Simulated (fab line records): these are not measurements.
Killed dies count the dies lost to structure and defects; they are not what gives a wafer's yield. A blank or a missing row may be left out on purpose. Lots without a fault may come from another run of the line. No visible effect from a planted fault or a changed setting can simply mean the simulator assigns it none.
A single fault, viewed from 2 desks | flow gf180mcu | what lay behind the numbers comes last; until then each desk has only its own

== AT THE TOOL OWNER'S DESK: wet-bench-04 ==
The tool's own readings at GF_SAB_WET_ETCH_12 (etches SiO2 in dHF, target depth 22 nm, time 440 s): means of the sampled wafers that have a number, for each lot that ran on this tool. If a lot's mean is further than 4 standard deviations from the usual mean, the lot is out of limits and carries the mark OUT (the distance appears in the brackets).
Columns: A = bath-heat-duty-pct at GF_SAB_WET_ETCH_12, usual 6.2 %; B = temp-c at GF_SAB_WET_ETCH_12, usual 25.01 C
lot  | first seen here | A               | B
L876 | day 17 18:08    | 6.0             | 25.05
L879 | day 19 02:01    | 6.4             | 25.07
L880 | day 19 09:39    | 6.3             | 25.04
L884 | day 20 22:20    | 11.8 (+9.0) OUT | 29.53 (+41) OUT
L885 | day 21 09:59    | 11.7 (+8.9) OUT | 29.15 (+38) OUT
Finding of this desk: L884, L885 out of limits; the first was L884 at day 20 22:20, on bath-heat-duty-pct at GF_SAB_WET_ETCH_12. In limits: L876, L879, L880.

== METROLOGY DESK ==
What the gauges read for every lot (on any tool): the sampled wafers with a number, averaged. If a lot's mean is further than 4 standard deviations from the usual mean, the lot is out of limits and carries the mark OUT (the distance appears in the brackets).
Columns: A = V1_CVD_02_THK at GF_V1_THK_MEAS_03, usual 848 nm
lot  | first seen here | A
L870 | day 17 08:52    | 851
L871 | day 17 19:58    | 847
L872 | day 18 05:24    | 850
L875 | day 19 12:43    | 846
L874 | day 19 13:45    | 845
L876 | day 19 22:49    | 849
L877 | day 20 06:01    | 856
L879 | day 21 06:02    | 838
L880 | day 21 15:34    | 864
L882 | day 22 11:27    | 844
L884 | day 23 02:02    | 836
L885 | day 23 14:12    | 853
L890 | day 24 19:49    | 853
L891 | day 25 05:11    | 863
This desk's finding: nothing out of limits on any of the 14 lots.

== ALL TOGETHER ==
At day 20 22:20, on L884, L885, the tool owner's desk was in a position to raise an alarm.
From the metrology desk's view, nothing was out of limits.
The metrology desk has L884, L885 on record, within its limits.
The lots listed all ran GF_SAB_WET_ETCH_12 on wet-bench-04.

== WHAT HAD BEEN PUT IN BY THE SIMULATOR ==
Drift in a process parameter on wet-bench-04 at GF_SAB_WET_ETCH_12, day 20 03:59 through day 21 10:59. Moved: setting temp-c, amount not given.
Lots struck among those shown: L884, L885.
How many hours passed from the start of the fault until each desk's first out-of-limits reading: the tool owner's desk, 18.
